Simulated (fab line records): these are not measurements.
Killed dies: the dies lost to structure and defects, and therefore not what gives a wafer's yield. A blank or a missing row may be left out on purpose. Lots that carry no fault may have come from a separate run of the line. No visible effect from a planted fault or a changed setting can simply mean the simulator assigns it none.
Struck lot and sound lot, side by side / flow sky130 / 17 out of 708 route steps
Sound: wafers L697.1, L697.2, L697.4. The struck wafers were L707.1, L707.5, L707.6. Last of all comes the cause.
Order at every step that has rows: each side's tool, ch and its chambers, its first start. Under that, the readings that differ: sound wafers / struck wafers / difference of the means / sigmas: that difference in standard deviations of wafers without a fault.
alike: readings with means less than 2 such deviations apart, plus words and numbers identical on both sides. not compared: withheld readings, readings lacking a value on some wafer, bounds such as >300 that could conceal the same value, and numbers that have no deviation in the record and whose values overlap.
Wherever a step has rows on one side only, a row that says differs or no value, or a row with sigmas, the two part there. When numbers do not overlap yet have no deviation, they are printed without sigmas and do not part them. Lack of a reading on every wafer of one side parts them only where that side has two or more wafers.

SKY_LDD_P_OVL_MEAS_08:
  sound on overlay-02, day 19 12:48; struck on overlay-01, day 23 03:43
  alike: LDD_P_OVL
next, for these wafers, 1 step has no rows: SKY_LDD_P_IMPLANT_09.
SKY_LDD_P_STRIP_10: strips in O2/N2.
  sound on plasma_asher-03 ch 0,1, day 19 12:59; struck on plasma_asher-01 ch 0,1, day 23 03:54
reading=strip_time_to_endpoint_s (s); sound=14.29 14.26 14.23; struck=14.17 14.14 14.16; difference=-0.10; sigmas=-2
  alike: drypump_motor_current_A, o2_flow_sccm, oes_product_au
  not compared: rf_hours_counter_h
SKY_LDD_P_TW_MEAS_11:
  sound on film_metro-03, day 19 13:05; struck on film_metro-04, day 23 04:00
  alike: LDD_P_TW
then, 7 steps without rows for these wafers: SKY_LDD_HVN_DEHYDRATE_00 (time 60 s); SKY_LDD_HVN_HMDS_01 (prime time 60 s); SKY_LDD_HVN_COAT_02 (resist thk 300 nm); SKY_LDD_HVN_SOFTBAKE_03 (time 60 s); SKY_LDD_HVN_EXPOSE_04 (exposes mask HVNTM, target cd 700 nm); SKY_LDD_HVN_PEB_05; SKY_LDD_HVN_DEVELOP_06 (develop time 60 s).
SKY_LDD_HVN_OVL_MEAS_07:
  sound on overlay-02, day 20 19:59; struck on overlay-01, day 24 09:48
  alike: LDD_HVN_OVL
SKY_LDD_HVN_IMPLANT_08:
  sound on implanter-01 ch 0, day 20 20:01; struck on implanter-01 ch 0, day 24 09:50
reading=beam_energy_keV; sound=60.007 59.999 60.000; struck=67.748 67.782 67.779; difference=+7.768; sigmas=+99 or more
reading=model.implant.rp_nm (nm); sound=55.86 55.86 55.86; struck=62.46 62.46 62.46; difference=+6.60; sigmas=
reading=model.implant.drp_nm (nm); sound=28.15 28.15 28.15; struck=31.33 31.33 31.33; difference=+3.18; sigmas=
SKY_LDD_HVN_STRIP_09: strips in O2/N2.
  sound on plasma_asher-02 ch 0,1, day 20 20:10; struck on plasma_asher-03 ch 0,1, day 24 09:59
  alike: drypump_motor_current_A, o2_flow_sccm, oes_product_au, strip_time_to_endpoint_s
  not compared: rf_hours_counter_h
SKY_LDD_HVN_TW_MEAS_10:
  sound on film_metro-01, day 20 20:16; struck on film_metro-02, day 24 10:05
reading=LDD_HVN_TW; sound=1462 1466 1459; struck=1493 1501 1492; difference=+33; sigmas=+3
then, 1 step without rows for these wafers: SKY_LDD_HVP_DEHYDRATE_00 (time 60 s).
-- record jumps: 24 days separate the struck wafers' starts on either side; left off in module LDD_HVP, taken up again in module PAD_OPEN, whose first shown step is the route's number 708 --
SKY_PAD_OPEN_PROBE_99:
  sound on prober-02, day 46 02:55; struck on prober-02, day 48 11:33
reading=model.etest.tip_n_5v.rs_ohm_sq; sound=1421 1407 1415; struck=1326 1328 1333; difference=-85; sigmas=
reading=model.etest.nfet_g5v0d10v5.vt_sat_v (V); sound=0.7758 0.7794 0.7743; struck=0.7536 0.7587 0.7615; difference=-0.0186; sigmas=
  alike: killed_at_M0_to_M3, killed_at_M4_up, killed_at_contacts, killed_at_front_end, killed_at_other, killed_dies, killed_open, killed_short

== WHERE THEY PART ==
Last at SKY_LDD_HVN_TW_MEAS_10 as far as this record goes, first at SKY_LDD_P_STRIP_10. Later steps at which nothing parts them and some readings are alike: SKY_PAD_OPEN_PROBE_99.

WHY: what had been put in by the simulator
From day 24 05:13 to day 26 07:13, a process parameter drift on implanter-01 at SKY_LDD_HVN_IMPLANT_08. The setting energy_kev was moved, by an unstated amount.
